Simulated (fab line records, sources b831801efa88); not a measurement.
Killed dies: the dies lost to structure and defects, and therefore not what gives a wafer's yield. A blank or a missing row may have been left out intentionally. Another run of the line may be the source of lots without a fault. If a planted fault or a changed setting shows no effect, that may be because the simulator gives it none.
The tool behind it: which one? ; flow sky130 ; 27 wafers from 9 lots sampled at 6 of the route's 708 steps

== WHAT THE GAUGES READ, wafer by wafer ==
SKY_METAL1_OVL_MEAS_16. Usual: METAL1_OVL gives 1 nm (standard deviation 5.2).
lot;measured;on;METAL1_OVL (nm);flag
L253;day 32 23:33;overlay-01;1 6 4;
L261;day 36 09:56;overlay-02;-3 -1 5;
L263;day 36 19:59;overlay-01;8 7 12;
L268;day 38 13:08;overlay-01;4 6 5;
L266;day 38 21:32;overlay-02;5 -4 0;
L270;day 38 23:12;overlay-01;-3 -5 -3;
L273;day 40 09:53;overlay-02;5 8 5;
L274;day 40 13:14;overlay-01;-14 -12 -10;
L275;day 40 16:17;overlay-02;6 -1 2;

SKY_METAL2_RS_MEAS_05: measurement is done with a four-point probe. Usual: METAL2_ALCU_RS gives 0.1267 ohm/sq (standard deviation 0.0013).
lot;measured;on;METAL2_ALCU_RS (ohm/sq);flag
L253;day 34 01:44;film metro-04;0.1267 0.1274 0.1281;
L261;day 37 12:21;film metro-01;0.1769 0.1769 0.1759;OFF
L263;day 38 00:40;film metro-01;0.1741 0.1710 0.1716;OFF
L268;day 39 18:07;film metro-01;0.1270 0.1260 0.1265;
L266;day 40 00:34;film metro-02;0.1264 0.1269 0.1266;
L270;day 40 03:50;film metro-02;0.1252 0.1252 0.1247;
L273;day 41 13:03;film metro-04;0.1261 0.1257 0.1264;
L274;day 41 15:45;film metro-04;0.1259 0.1270 0.1285;
L275;day 41 19:16;film metro-01;0.1277 0.1277 0.1263;

SKY_METAL2_THK_MEAS_06: measures by xrf. Usual: METAL2_ALCU_THK gives 248.9 nm (standard deviation 2.7).
lot;measured;on;METAL2_ALCU_THK (nm);flag
L253;day 34 01:51;film metro-04;248.5 247.9 247.7;
L261;day 37 12:28;film metro-01;180.8 180.7 181.2;OFF
L263;day 38 00:47;film metro-01;184.2 187.1 184.2;OFF
L268;day 39 18:14;film metro-01;247.5 249.7 246.9;
L266;day 40 00:41;film metro-02;247.5 246.8 250.0;
L270;day 40 03:56;film metro-02;251.3 250.5 252.5;
L273;day 41 13:10;film metro-04;250.7 251.3 248.5;
L274;day 41 15:52;film metro-04;250.2 248.1 243.7;
L275;day 41 19:23;film metro-01;247.0 245.8 252.4;

== TOOL THAT RAN EACH LOT (tool first, then ch and the chambers of the sampled wafers, then the start) ==
lot;SKY_METAL1_ETCH_18;SKY_METAL2_SPUTTER_01;SKY_METAL2_SPUTTER_02
L253;rie metal-03 ch 0,1, day 32 23:37;pvd sputter-01, day 34 01:36;pvd sputter-01, day 34 01:37
L261;rie metal-04 ch 0,1, day 36 10:01;pvd sputter-01, day 37 12:14;pvd sputter-01, day 37 12:16
L263;rie metal-04 ch 0,1, day 36 20:04;pvd sputter-01, day 38 00:33;pvd sputter-01, day 38 00:34
L268;rie metal-02 ch 1, day 38 13:12;pvd sputter-03, day 39 17:59;pvd sputter-03, day 39 18:01
L266;rie metal-02 ch 0,1, day 38 21:35;pvd sputter-03, day 40 00:27;pvd sputter-03, day 40 00:29
L270;rie metal-03 ch 0,1, day 38 23:16;pvd sputter-04, day 40 03:41;pvd sputter-04, day 40 03:43
L273;rie metal-04 ch 0,1, day 40 09:56;pvd sputter-04, day 41 12:55;pvd sputter-04, day 41 12:56
L274;rie metal-02 ch 0,1, day 40 13:19;pvd sputter-01, day 41 15:38;pvd sputter-01, day 41 15:40
L275;rie metal-03 ch 0,1, day 40 16:20;pvd sputter-01, day 41 19:08;pvd sputter-01, day 41 19:10
- SKY_METAL1_ETCH_18: etches BARC in N2/H2, stops on SiO2, time 45.9 s, target depth 60 nm.
- SKY_METAL2_SPUTTER_01: material TiN, target thk 20 nm, time 16.7 s.
- SKY_METAL2_SPUTTER_02: material AlCu, target thk 250 nm, time 13.3 s.

== AS READ BY THE TOOLS THEMSELVES (means over the sampled wafers that have a number; for cases with no such wafer, the mark the record gives instead) ==
SKY_METAL1_ETCH_18. Usual: chamber pressure mTorr 30.004 mTorr, standard deviation 0.024; drypump motor current A 5.6 A, standard deviation 0.35; oes product au 0.854 a.u., standard deviation 0.0048; throttle valve pct 13.224 %, standard deviation 0.0092.
lot;tool;chamber pressure mTorr (mTorr);drypump motor current A (A);oes product au (a.u.);throttle valve pct (%);flag
L253;rie metal-03;30.015;5.5;0.852;13.227;
L261;rie metal-04;29.998;5.9;0.858;13.228;
L263;rie metal-04;29.999;5.9;0.852;13.232;
L268;rie metal-02;30.008;5.1;0.855;13.221;
L266;rie metal-02;29.996;5.5;0.857;13.224;
L270;rie metal-03;30.019;5.7;0.854;13.221;
L273;rie metal-04;30.019;5.7;0.857;13.220;
L274;rie metal-02;30.017;5.3;0.855;13.228;
L275;rie metal-03;30.014;5.5;0.852;13.221;

SKY_METAL2_SPUTTER_01. Usual: throttle valve pct at 30.2 %, with a standard deviation of 1.2.
lot;tool;throttle valve pct (%);flag
L253;pvd sputter-01;30.6;
L261;pvd sputter-01;29.6;
L263;pvd sputter-01;30.0;
L268;pvd sputter-03;29.8;
L266;pvd sputter-03;29.9;
L270;pvd sputter-04;30.0;
L273;pvd sputter-04;30.0;
L274;pvd sputter-01;29.5;
L275;pvd sputter-01;31.0;

SKY_METAL2_SPUTTER_02. Usual: throttle valve pct at 30.2 %, with a standard deviation of 1.2.
lot;tool;throttle valve pct (%);flag
L253;pvd sputter-01;30.5;
L261;pvd sputter-01;29.4;
L263;pvd sputter-01;30.0;
L268;pvd sputter-03;29.8;
L266;pvd sputter-03;30.0;
L270;pvd sputter-04;30.0;
L273;pvd sputter-04;29.9;
L274;pvd sputter-01;29.7;
L275;pvd sputter-01;30.8;

== THE ANSWER, worked out from the rows above alone ==
Rule: a lot is off if the mean of its wafers that have a number lies more than 3 standard deviations from the usual mean. Also off: a lot with no number at a reading for which 4 or more lots have one. Where the step has rows for the other lots, those lots are counted as sound. Order of review: gauges by route order, followed by the tools' own readings, for which a lot's mean as printed above is used. At the first step where some lot is off, the reading lying furthest off is the one used; lots without a number count as furthest.
Off: at SKY_METAL2_RS_MEAS_05 (METAL2_ALCU_RS), L261, L263.
If a tool, at a process step before that reading, ran all the lots that are off and no sound lot after the first of them, it fits. Those tools and the gauges at SKY_METAL2_RS_MEAS_05 are tried in the same way. Not one of the candidates tried fits.

== WHAT THE SIMULATOR HAD PUT IN ==
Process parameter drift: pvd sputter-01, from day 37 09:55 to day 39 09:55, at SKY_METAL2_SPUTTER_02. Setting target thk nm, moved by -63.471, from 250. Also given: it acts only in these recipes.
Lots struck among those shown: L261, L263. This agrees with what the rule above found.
